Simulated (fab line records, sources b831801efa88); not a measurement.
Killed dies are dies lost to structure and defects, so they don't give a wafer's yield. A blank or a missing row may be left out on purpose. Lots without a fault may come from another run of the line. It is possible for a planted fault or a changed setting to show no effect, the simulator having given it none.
fab line records	flow sky130
[record] lots = 5	wafers = 23
route steps=708 shown POLY_CUT@310 SD_P@326 SD_N@351 LI_CONTACT@362 LOCAL_INTERCONNECT@392
start_h: the number of hours between the record's first day and the start of the first shown wafer of the lot	wait_h: how many hours have passed since the lot's step before this one	" unchanged from the row above	L1.1+2: several wafers, shown together as one row	- either no value or no given start	* or withheld: withheld	< > ~ a bound
route shown NAME@n: a module of which the file shows steps, and the number in the route of the first	usual: mean and standard deviation over wafers with no fault	same: alike in all rows	chamber/n: place in a boat	sites: each site's reading	_std_site: their standard deviation	_edge_site: inner sites' mean taken away from outer sites' mean	radius_mm: how far each site lies from the wafer's centre	mask NAME#n: copy n	behind: tool/chamber where the wafer was last shaped	hold: reason for holding the lot/hours on hold/outcome of the hold	device: the transistor (n, p or np) that didn't switch	end of line: the route-end tests of the same wafers	a step with no rows: only its recipe	killed: not the wafer's yield, but the dies lost to structure and defects at the first sort	map: the dies of a wafer, with x for killed, . for not killed, _ for no die there
set.NAME: the setting the step ran with; set.NAME@STEP: the setting that earlier step ran with	model.NAME: the simulator's own value behind a step, which no gauge read
one table per step and one row per wafer, for lots whose settings were changed on purpose
[[steps]]
[step SKY_POLY_CUT_COAT_03]
[recipe] resist = KrF-thick	spin_rpm = 3000	resist_thk_nm = 450
lot.wafer	tool	chamber	start_h	wait_h	set.spin_rpm	model.KrF-thick_of_POLY_CUT_COAT_03.thk_nm
L074.1	litho_track-04	0	-	-	3000	448.9
L074.2	"	0	"	"	3213	434
L074.3	"	0	"	"	3213	434.7
L074.4	"	0	"	"	3000	448.6
L074.5	"	0	"	"	3213	434.5
L076.1	litho_track-01	0	-	-	3000	450.9
L076.2	"	0	"	"	3000	449.7
L076.3	"	0	"	"	3191	436.9
L076.5	"	0	"	"	3191	437.6
L076.6	"	0	"	"	3191	436.3
L081.1	litho_track-04	0	-	-	2792	466.5
L081.2	"	0	"	"	2792	465.7
L081.3	"	0	"	"	3000	448.2
L081.5	"	0	"	"	3000	448.9
L081.6	"	0	"	"	2792	466
L083.2	litho_track-02	0	-	-	3000	453.1
L083.3	"	0	"	"	3000	452.4
L083.4	"	0	"	"	2942	457.5
L083.5	"	0	"	"	2942	456.7
L083.6	"	0	"	"	2942	459.3
L084.1	litho_track-04	0	-	-	3000	448.7
L084.2	"	0	"	"	3000	449.1
L084.5	"	0	"	"	3000	449.3
[step SKY_POLY_CUT_SOFTBAKE_04]
[recipe] temp_c = 100	time_s = 90	resist = KrF-thick
[step SKY_POLY_CUT_EXPOSE_05]
[recipe] mask_id = NPCM	na = 0.8	source_shape = annular	sigma_inner = 0.55	sigma_outer = 0.85	target_cd_nm = 270	dose_mj = 32
[step SKY_POLY_CUT_ETCH_10]
[recipe] chemistry = N2/H2	target = BARC	ion_energy_ev = 200	source_w = 500	bias_w = 100	pressure_mtorr = 30	n2_flow_sccm = 100	h2_flow_sccm = 200	stop_on = SiO2	time_s = 45.9	target_depth_a = 600
[step SKY_POLY_CUT_ETCH_11]
[recipe] target = Si3N4	chemistry = CF4/CH2F2/Ar	stop_on = poly-Si	source_w = 600	bias_w = 150	pressure_mtorr = 40	cf4_flow_sccm = 40	ch2f2_flow_sccm = 20	Ar_flow_sccm = 150	time_s = 42.5	target_depth_a = 600
[step SKY_POLY_CUT_STRIP_12]
[recipe] chemistry = O2/N2	power_w = 1400	pressure_mtorr = 1500	platen_temp_c = withheld	o2_flow_sccm = 3000	n2_flow_sccm = 300	overash_fraction = 0.5
[usual] strip_time_to_endpoint_s = 5.353/0.018
lot.wafer	tool	chamber	start_h	wait_h	set.spin_rpm@POLY_CUT_COAT_03	strip_time_to_endpoint_s
L074.1	plasma_asher-02	1	597.77	0.0	3000	5.342
L074.2	"	0	"	"	3213	5.202
L074.3	"	1	"	"	3213	5.186
L074.4	"	0	"	"	3000	5.341
L074.5	"	0	"	"	3213	5.187
L076.1	plasma_asher-04	1	600.02	0.0	3000	5.347
L076.2	"	0	"	"	3000	5.356
L076.3	"	1	"	"	3191	5.219
L076.5	"	0	"	"	3191	5.237
L076.6	"	1	"	"	3191	5.205
L081.1	plasma_asher-04	1	615.70	0.0	2792	5.533
L081.2	"	0	"	"	2792	5.507
L081.3	"	1	"	"	3000	5.323
L081.5	"	1	"	"	3000	5.352
L081.6	"	0	"	"	2792	5.509
L083.2	plasma_asher-02	1	625.42	0.0	3000	5.389
L083.3	"	1	"	"	3000	5.362
L083.4	"	0	"	"	2942	5.418
L083.5	"	0	"	"	2942	5.406
L083.6	"	1	"	"	2942	5.451
L084.1	plasma_asher-04	1	631.87	0.0	3000	5.351
L084.2	"	0	"	"	3000	5.346
L084.5	"	1	"	"	3000	5.359
[step SKY_SD_P_DEVELOP_06]
[recipe] resist = NOVOLAK	developer = TMAH	develop_time_s = 60	dev_temp_c = 23
lot.wafer	tool	chamber	start_h	wait_h	set.develop_time_s
L074.1+2+3+4+5	litho_track-01	0	627.08	0.1	60
L076.1+2+3+5+6	litho_track-01	0	629.28	0.1	60
L081.1+5+6	litho_track-01	0	644.53	0.1	60
L081.2+3	"	0	"	"	65.6
L083.2+4+5	litho_track-01	0	653.75	0.1	67.28
L083.3+6	"	0	"	"	60
L084.1+2+5	litho_track-04	0	659.43	0.1	60
[step SKY_SD_P_CD_MEAS_07]
[recipe] target_cd_nm = 380
[usual] cd_nm = 379.1/2.2
lot.wafer	tool	chamber	start_h	wait_h	set.develop_time_s@SD_P_DEVELOP_06	cd_nm
L074.1	cd_sem-02	-	627.23	0.1	60	383.0
L074.2	"	-	"	"	60	383.3
L074.3	"	-	"	"	60	381.1
L074.4	"	-	"	"	60	383.5
L074.5	"	-	"	"	60	383.2
L076.1	cd_sem-01	-	629.43	0.1	60	380.1
L076.2	"	-	"	"	60	379.4
L076.3	"	-	"	"	60	379.6
L076.5	"	-	"	"	60	380.9
L076.6	"	-	"	"	60	378.3
L081.1	cd_sem-02	-	644.76	0.2	60	376.1
L081.2	"	-	"	"	65.6	385.7
L081.3	"	-	"	"	65.6	384.9
L081.5	"	-	"	"	60	376.6
L081.6	"	-	"	"	60	379.1
L083.2	cd_sem-01	-	653.90	0.1	67.28	391.0
L083.3	"	-	"	"	60	377.8
L083.4	"	-	"	"	67.28	389.7
L083.5	"	-	"	"	67.28	390.4
L083.6	"	-	"	"	60	379.6
L084.1	cd_sem-02	-	659.58	0.1	60	379.9
L084.2	"	-	"	"	60	377.1
L084.5	"	-	"	"	60	380.4
[step SKY_SD_N_IMPLANT_09]
[recipe] species = As	energy_kev = 50	dose_cm2 = 4e+15	tilt_deg = 0
lot.wafer	tool	chamber	start_h	wait_h	set.energy_kev	model.implant.rp_nm	model.implant.drp_nm
L074.1+2+3	implanter-01	0	683.84	0.0	49.01	31.83	13.9
L074.4+5	"	0	"	"	50	32.35	14.11
L076.1+5+6	implanter-04	0	685.52	0.0	49.05	32.11	13.91
L076.2+3	"	0	"	"	50	32.61	14.11
L081.1+2+3	implanter-03	0	699.39	0.0	52.73	33.07	14.69
L081.5+6	"	0	"	"	50	31.66	14.11
L083.2+5+6	implanter-01	0	708.99	0.0	47.85	30.25	13.65
L083.3+4	"	0	"	"	50	31.35	14.11
L084.1+2+5	implanter-01	0	714.39	0.0	50	30.66	14.11
[step SKY_SD_N_STRIP_11]
[recipe] chemistry = O2/N2	power_w = 1400	pressure_mtorr = 1500	platen_temp_c = withheld	o2_flow_sccm = 3000	n2_flow_sccm = 300	overash_fraction = 0.5
[usual] strip_time_to_endpoint_s = 22.54/0.041
lot.wafer	tool	chamber	start_h	wait_h	set.o2_flow_sccm	set.energy_kev@SD_N_IMPLANT_09	strip_time_to_endpoint_s
L074.1	plasma_asher-04	0	684.14	0.1	3000	49.01	22.44
L074.2	"	1	"	"	3295	49.01	22.35
L074.3	"	1	"	"	3295	49.01	22.33
L074.4	"	0	"	"	3000	50	22.63
L074.5	"	1	"	"	3000	50	22.62
L076.1	plasma_asher-04	0	685.82	0.1	3000	49.05	22.36
L076.2	"	1	"	"	2797	50	22.61
L076.3	"	0	"	"	3000	50	22.53
L076.5	"	0	"	"	2797	49.05	22.45
L076.6	"	1	"	"	2797	49.05	22.43
L081.1	plasma_asher-04	1	699.69	0.1	3000	52.73	22.96
L081.2	"	0	"	"	2590	52.73	23.19
L081.3	"	1	"	"	3000	52.73	22.97
L081.5	"	0	"	"	3000	50	22.55
L081.6	"	1	"	"	2590	50	22.75
L083.2	plasma_asher-02	1	709.27	0.1	3000	47.85	22.19
L083.3	"	0	"	"	3000	50	22.56
L083.4	"	1	"	"	3000	50	22.47
L083.5	"	0	"	"	3000	47.85	22.19
L083.6	"	1	"	"	3000	47.85	22.20
L084.1	plasma_asher-02	0	714.69	0.1	3000	50	22.55
L084.2	"	1	"	"	3000	50	22.48
L084.5	"	1	"	"	3000	50	22.53
[step SKY_SD_N_CLEAN_13]
[recipe] chemistry = SC1/SC2	mix = 1:4:20	temp_c = 70	time_s = 150	dry = n2_spin
[step SKY_SD_N_RTA_14]
[recipe] temp_c = 1075	time_s = 2	idle_temp_c = 650	ramp_up_c_per_s = 150	ramp_down_c_per_s = 90	ambient = N2
[step SKY_SD_N_RS_MEAS_16]
[recipe] thk_meas_gauge = four-point-probe
[usual] SD_N_RS = 68.57/0.12
lot.wafer	tool	chamber	start_h	wait_h	set.energy_kev@SD_N_IMPLANT_09	SD_N_RS[ohm/sq]
L074.1	film_metro-02	-	684.52	0.1	49.01	69.25
L074.2	"	-	"	"	49.01	69.24
L074.3	"	-	"	"	49.01	69.19
L074.4	"	-	"	"	50	68.55
L074.5	"	-	"	"	50	68.61
L076.1	film_metro-03	-	686.20	0.1	49.05	69.22
L076.2	"	-	"	"	50	68.68
L076.3	"	-	"	"	50	68.49
L076.5	"	-	"	"	49.05	69.24
L076.6	"	-	"	"	49.05	69.25
L081.1	film_metro-03	-	700.08	0.1	52.73	66.73
L081.2	"	-	"	"	52.73	66.87
L081.3	"	-	"	"	52.73	66.73
L081.5	"	-	"	"	50	68.67
L081.6	"	-	"	"	50	68.66
L083.2	film_metro-03	-	709.67	0.1	47.85	70.32
L083.3	"	-	"	"	50	68.51
L083.4	"	-	"	"	50	68.56
L083.5	"	-	"	"	47.85	70.12
L083.6	"	-	"	"	47.85	70.09
L084.1	film_metro-02	-	715.07	0.1	50	68.47
L084.2	"	-	"	"	50	68.68
L084.5	"	-	"	"	50	68.54
[step SKY_LI_CONTACT_HDPCVD_00]
[recipe] material = PSG	target_thk_nm = 930	sigma_open_frac = 0.3	time_s = 155	temp_c = 600	sih4_flow_sccm = 60	pressure_mtorr = 6
lot.wafer	tool	chamber	start_h	wait_h	set.sih4_flow_sccm	model.PSG_of_LI_CONTACT_HDPCVD_00.thk_nm
L074.1	hdpcvd-01	2	684.90	0.0	55.8	863.2
L074.2	"	0	"	"	55.8	844.2
L074.3	"	1	"	"	60	927.2
L074.4	"	0	"	"	55.8	846.9
L074.5	"	1	"	"	60	937.1
L076.1	hdpcvd-02	2	686.58	0.0	54.08	831.5
L076.2	"	0	"	"	54.08	839.8
L076.3	"	1	"	"	60	941
L076.5	"	0	"	"	60	920
L076.6	"	1	"	"	54.08	850.2
L081.1	hdpcvd-01	0	700.46	0.0	65.63	1030
L081.2	"	1	"	"	60	947
L081.3	"	2	"	"	65.63	1021
L081.5	"	2	"	"	60	946.7
L081.6	"	0	"	"	60	941.7
L083.2	hdpcvd-02	0	710.03	0.0	62.76	966.3
L083.3	"	1	"	"	62.76	982
L083.4	"	2	"	"	60	925.1
L083.5	"	1	"	"	62.76	981.5
L083.6	"	0	"	"	60	930.1
L084.1	hdpcvd-01	1	715.45	0.0	60	935.7
L084.2	"	0	"	"	60	922.6
L084.5	"	1	"	"	60	950.8
[step SKY_LI_CONTACT_THK_MEAS_01]
[recipe] reads = PSG_of_LI_CONTACT_HDPCVD_00
[usual] LI_CONTACT_HDPCVD_THK = 934/9.3
lot.wafer	tool	chamber	start_h	wait_h	set.sih4_flow_sccm@LI_CONTACT_HDPCVD_00	LI_CONTACT_HDPCVD_THK[nm]
L074.1	film_metro-04	-	685.00	0.1	55.8	863
L074.2	"	-	"	"	55.8	845
L074.3	"	-	"	"	60	927
L074.4	"	-	"	"	55.8	847
L074.5	"	-	"	"	60	937
L076.1	film_metro-04	-	686.68	0.1	54.08	831
L076.2	"	-	"	"	54.08	840
L076.3	"	-	"	"	60	941
L076.5	"	-	"	"	60	920
L076.6	"	-	"	"	54.08	850
L081.1	film_metro-02	-	700.56	0.1	65.63	1030
L081.2	"	-	"	"	60	948
L081.3	"	-	"	"	65.63	1022
L081.5	"	-	"	"	60	946
L081.6	"	-	"	"	60	941
L083.2	film_metro-03	-	710.14	0.1	62.76	965
L083.3	"	-	"	"	62.76	982
L083.4	"	-	"	"	60	925
L083.5	"	-	"	"	62.76	981
L083.6	"	-	"	"	60	930
L084.1	film_metro-04	-	715.55	0.1	60	935
L084.2	"	-	"	"	60	923
L084.5	"	-	"	"	60	951
[step SKY_LI_CONTACT_CMP_02]
[recipe] material = PSG	down_force_psi = 4	platen_rpm = 60	pad_velocity_m_s = 0.94248
[usual] time_to_endpoint_s = 32.5/2.7
lot.wafer	tool	chamber	start_h	wait_h	set.sih4_flow_sccm@LI_CONTACT_HDPCVD_00	time_to_endpoint_s
L074.4	cmp-02	1	685.06	0.0	55.8	22.5
L074.2	"	2	"	"	55.8	27.7
L074.3	"	3	"	"	60	34.5
L074.1	"	0	"	"	55.8	24.6
L074.5	"	2	"	"	60	35.9
L076.2	cmp-01	3	686.74	0.0	54.08	24.2
L076.1	"	0	"	"	54.08	21.0
L076.3	"	1	"	"	60	34.2
L076.5	"	3	"	"	60	31.5
L076.6	"	0	"	"	54.08	20.3
L081.3	cmp-01	3	700.67	0.1	65.63	42.4
L081.2	"	0	"	"	60	31.7
L081.1	"	1	"	"	65.63	44.2
L081.5	"	2	"	"	60	35.9
L081.6	"	3	"	"	60	35.2
L083.2	cmp-01	1	710.24	0.1	62.76	39.0
L083.3	"	2	"	"	62.76	38.9
L083.4	"	3	"	"	60	34.9
L083.5	"	0	"	"	62.76	34.1
L083.6	"	1	"	"	60	36.0
L084.2	cmp-02	1	715.61	0.0	60	27.7
L084.1	"	2	"	"	60	33.5
L084.5	"	1	"	"	60	29.6
[step SKY_LI_CONTACT_COAT_07]
[recipe] resist = KrF-thick	spin_rpm = 3000	resist_thk_nm = 450
lot.wafer	tool	chamber	start_h	wait_h	set.resist_thk_nm	model.KrF-thick_of_LI_CONTACT_COAT_07.thk_nm
L074.1	litho_track-02	0	-	-	475.1	475.9
L074.2	"	0	"	"	450	450.5
L074.3	"	0	"	"	450	450.4
L074.4	"	0	"	"	450	450.9
L074.5	"	0	"	"	475.1	476.2
L076.1	litho_track-04	0	-	-	450	447.7
L076.2	"	0	"	"	450	446.1
L076.3	"	0	"	"	450	448
L076.5+6	"	0	"	"	450	447.5
L081.1	litho_track-01	0	-	-	440.9	440.5
L081.2	"	0	"	"	440.9	442
L081.3	"	0	"	"	450	451.2
L081.5	"	0	"	"	440.9	441.4
L081.6	"	0	"	"	450	450.9
L083.2	litho_track-02	0	-	-	476.4	476.7
L083.3	"	0	"	"	450	450.4
L083.4	"	0	"	"	476.4	477.4
L083.5	"	0	"	"	476.4	478.3
L083.6	"	0	"	"	450	450.5
L084.1	litho_track-04	0	-	-	450	446.9
L084.2	"	0	"	"	450	447.5
L084.5	"	0	"	"	450	447.2
[step SKY_LI_CONTACT_SOFTBAKE_08]
[recipe] temp_c = 99.66	time_s = 90	resist = KrF-thick
[step SKY_LI_CONTACT_EXPOSE_09]
[recipe] mask_id = LICM1	na = 0.8	source_shape = annular	sigma_inner = 0.55	sigma_outer = 0.85	target_cd_nm = 170	dose_mj = 38
[step SKY_LI_CONTACT_ETCH_14]
[recipe] chemistry = N2/H2	target = BARC	ion_energy_ev = 200	source_w = 500	bias_w = 100	pressure_mtorr = 30	n2_flow_sccm = 100	h2_flow_sccm = 200	stop_on = SiO2	time_s = 45.9	target_depth_a = 600
[step SKY_LI_CONTACT_ETCH_15]
[recipe] target = PSG	chemistry = C4F8/O2/Ar	stop_on = Si	taper_deg = 4.15	mask_material = KrF-thick	source_w = 1500	bias_w = 1200	pressure_mtorr = 40	c4f8_flow_sccm = withheld	O2_flow_sccm = 6	Ar_flow_sccm = 300	time_s = withheld	target_depth_a = 6000
lot.wafer	tool	chamber	start_h	wait_h	set.resist_thk_nm@LI_CONTACT_COAT_07	model.KrF-thick_of_LI_CONTACT_COAT_07.thk_nm
L074.1	rie_diel-01	1	713.11	0.0	475.1	254.2
L074.2	"	2	"	"	450	236.4
L074.3	"	0	"	"	450	231.9
L074.4	"	3	"	"	450	226.5
L074.5	"	1	"	"	475.1	253
L076.1	rie_diel-04	3	714.16	0.0	450	225.2
L076.2	"	1	"	"	450	230
L076.3	"	2	"	"	450	220.3
L076.5	"	1	"	"	450	231.5
L076.6	"	2	"	"	450	219.9
L081.1	rie_diel-03	2	727.91	0.0	440.9	219.6
L081.2	"	3	"	"	440.9	224.4
L081.3	"	1	"	"	450	232.6
L081.5	"	0	"	"	440.9	228.8
L081.6	"	3	"	"	450	233.6
L083.2	rie_diel-03	3	737.88	0.0	476.4	256
L083.3	"	1	"	"	450	230.2
L083.4	"	0	"	"	476.4	263
L083.5	"	2	"	"	476.4	257.2
L083.6	"	1	"	"	450	228.8
L084.1	rie_diel-04	0	743.33	0.0	450	226.8
L084.2	"	1	"	"	450	232.1
L084.5	"	1	"	"	450	232.6
[step SKY_LI_CONTACT_STRIP_16]
[recipe] chemistry = O2/N2	power_w = 1400	pressure_mtorr = 1500	platen_temp_c = withheld	o2_flow_sccm = 3000	n2_flow_sccm = 300	overash_fraction = 0.5
[usual] strip_time_to_endpoint_s = 3.49/0.05
lot.wafer	tool	chamber	start_h	wait_h	set.overash_fraction	set.resist_thk_nm@LI_CONTACT_COAT_07	strip_time_to_endpoint_s
L074.1	plasma_asher-01	1	713.19	-	0.5766	475.1	3.74
L074.2	"	0	"	"	0.5	450	3.55
L074.3	"	1	"	"	0.5766	450	3.50
L074.4	"	0	"	"	0.5766	450	3.45
L074.5	"	0	"	"	0.5	475.1	3.73
L076.1	plasma_asher-04	1	714.24	-	0.6064	450	3.41
L076.2	"	0	"	"	0.6064	450	3.47
L076.3	"	1	"	"	0.5	450	3.37
L076.5	"	1	"	"	0.5	450	3.50
L076.6	"	0	"	"	0.5	450	3.36
L081.1	plasma_asher-01	0	727.99	-	0.5381	440.9	3.38
L081.2	"	1	"	"	0.5	440.9	3.43
L081.3	"	1	"	"	0.5	450	3.52
L081.5	"	0	"	"	0.5381	440.9	3.47
L081.6	"	1	"	"	0.5381	450	3.52
L083.2	plasma_asher-02	1	737.96	-	0.5	476.4	3.77
L083.3	"	1	"	"	0.5	450	3.48
L083.4	"	0	"	"	0.5	476.4	3.81
L083.5	"	0	"	"	0.5	476.4	3.77
L083.6	"	1	"	"	0.5	450	3.48
L084.1	plasma_asher-04	1	743.41	-	0.5	450	3.43
L084.2	"	0	"	"	0.5	450	3.52
L084.5	"	0	"	"	0.5	450	3.52
[step SKY_LOCAL_INTERCONNECT_COAT_05]
[recipe] resist = BARC	temp_c = withheld	time_s = withheld	spin_rpm = 3000	resist_thk_nm = 60
lot.wafer	tool	chamber	start_h	wait_h	set.resist_thk_nm
L074.1+3+5	litho_track-01	0	726.93	0.1	60
L074.2+4	"	0	"	"	62.37
L076.1+3+6	litho_track-04	0	728.28	0.1	60
L076.2+5	"	0	"	"	61.59
L081.1+3+6	litho_track-04	0	742.38	0.1	57.24
L081.2+5	"	0	"	"	60
L083.2+3+4	litho_track-03	0	752.11	0.1	58.7
L083.5+6	"	0	"	"	60
L084.1+2+5	litho_track-01	0	757.58	0.1	60
[step SKY_LOCAL_INTERCONNECT_DEVELOP_10]
[recipe] develop_time_s = 60	resist = KrF-thick	dev_temp_c = 21
lot.wafer	tool	chamber	start_h	wait_h	set.dev_temp_c
L074.1+2	litho_track-01	0	-	-	23.07
L074.3+4+5	"	0	"	"	21
L076.1+2+5	litho_track-01	0	-	-	21
L076.3+6	"	0	"	"	19.44
L081.1+2+3	litho_track-01	0	-	-	21
L081.5+6	"	0	"	"	22.88
L083.2+4+6	litho_track-01	0	-	-	21
L083.3+5	"	0	"	"	17.64
L084.1+2+5	litho_track-01	0	-	-	21
[step SKY_LOCAL_INTERCONNECT_ETCH_13]
[recipe] chemistry = N2/H2	target = BARC	ion_energy_ev = 200	bias_w = 100	pressure_mtorr = 30	n2_flow_sccm = 100	h2_flow_sccm = 200	icp_w = 500	stop_on = SiO2	time_s = 45.9	target_depth_a = 600
[usual] oes_product_au = 0.855/0.0046
lot.wafer	tool	chamber	start_h	wait_h	set.resist_thk_nm@LOCAL_INTERCONNECT_COAT_05	oes_product_au
L074.1	rie_metal-01	1	741.33	0.0	60	0.862
L074.2	"	0	"	"	62.37	0.872
L074.3	"	1	"	"	60	0.858
L074.4	"	0	"	"	62.37	0.874
L074.5	"	0	"	"	60	0.856
L076.1	rie_metal-04	1	742.28	0.0	60	0.863
L076.2	"	1	"	"	61.59	0.864
L076.3	"	1	"	"	60	0.855
L076.5	"	1	"	"	61.59	0.872
L076.6	"	1	"	"	60	0.860
L081.1	rie_metal-02	1	755.93	0.0	57.24	0.829
L081.2	"	0	"	"	60	0.859
L081.3	"	0	"	"	57.24	0.834
L081.5	"	1	"	"	60	0.852
L081.6	"	0	"	"	57.24	0.840
L083.2	rie_metal-01	1	766.68	0.0	58.7	0.841
L083.3	"	0	"	"	58.7	0.848
L083.4	"	1	"	"	58.7	0.848
L083.5	"	0	"	"	60	0.861
L083.6	"	1	"	"	60	0.860
L084.1	rie_metal-04	0	771.83	0.0	60	0.852
L084.2	"	1	"	"	60	0.847
L084.5	"	0	"	"	60	0.851
[[key]]
[split] step = SKY_POLY_CUT_COAT_03	setting = spin_rpm	stated = 3000	by = wafer
[response] step = SKY_POLY_CUT_COAT_03	reading = model.KrF-thick_of_POLY_CUT_COAT_03.thk_nm	change = -2.23	per = 1%	r = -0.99
[response] step = SKY_POLY_CUT_STRIP_12	reading = strip_time_to_endpoint_s	change = *	per = 1%	r = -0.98
[split] step = SKY_SD_P_DEVELOP_06	setting = develop_time_s	stated = 60	by = wafer
[response] step = SKY_SD_P_CD_MEAS_07	reading = cd_nm	change = +0.923	per = 1%	r = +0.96
[split] step = SKY_SD_N_IMPLANT_09	setting = energy_kev	stated = 50	by = wafer
[response] step = SKY_SD_N_IMPLANT_09	reading = model.implant.rp_nm	change = +0.258	per = 1%	r = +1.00
[response] step = SKY_SD_N_IMPLANT_09	reading = model.implant.drp_nm	change = +0.106	per = 1%	r = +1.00
[response] step = SKY_SD_N_STRIP_11	reading = strip_time_to_endpoint_s	change = *	per = 1%	r = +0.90
[response] step = SKY_SD_N_RS_MEAS_16	reading = SD_N_RS	change = -0.356	per = 1%	r = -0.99
[split] step = SKY_SD_N_STRIP_11	setting = o2_flow_sccm	stated = 3000	by = wafer
[response] step = SKY_SD_N_STRIP_11	reading = strip_time_to_endpoint_s	slope = *	per = 1%	together_with = energy_kev@SD_N_IMPLANT_09	explained = 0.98
[split] step = SKY_LI_CONTACT_HDPCVD_00	setting = sih4_flow_sccm	stated = 60	by = wafer
[response] step = SKY_LI_CONTACT_HDPCVD_00	reading = model.PSG_of_LI_CONTACT_HDPCVD_00.thk_nm	change = +9.53	per = 1%	r = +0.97
[response] step = SKY_LI_CONTACT_THK_MEAS_01	reading = LI_CONTACT_HDPCVD_THK	change = +9.53	per = 1%	r = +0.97
[response] step = SKY_LI_CONTACT_CMP_02	reading = time_to_endpoint_s	change = *	per = 1%	r = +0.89
[split] step = SKY_LI_CONTACT_COAT_07	setting = resist_thk_nm	stated = 450	by = wafer
[response] step = SKY_LI_CONTACT_COAT_07	reading = model.KrF-thick_of_LI_CONTACT_COAT_07.thk_nm	change = +4.6	per = 1%	r = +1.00
[response] step = SKY_LI_CONTACT_ETCH_15	reading = model.KrF-thick_of_LI_CONTACT_COAT_07.thk_nm	change = +4.48	per = 1%	r = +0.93
[response] step = SKY_LI_CONTACT_STRIP_16	reading = strip_time_to_endpoint_s	change = *	per = 1%	r = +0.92
[split] step = SKY_LI_CONTACT_STRIP_16	setting = overash_fraction	stated = 0.5	by = wafer
response none clear
[split] step = SKY_LOCAL_INTERCONNECT_COAT_05	setting = resist_thk_nm	stated = 60	by = wafer
[response] step = SKY_LOCAL_INTERCONNECT_ETCH_13	reading = oes_product_au	change = +0.00431	per = 1%	r = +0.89
[split] step = SKY_LOCAL_INTERCONNECT_DEVELOP_10	setting = dev_temp_c	stated = 21	by = wafer
response none clear
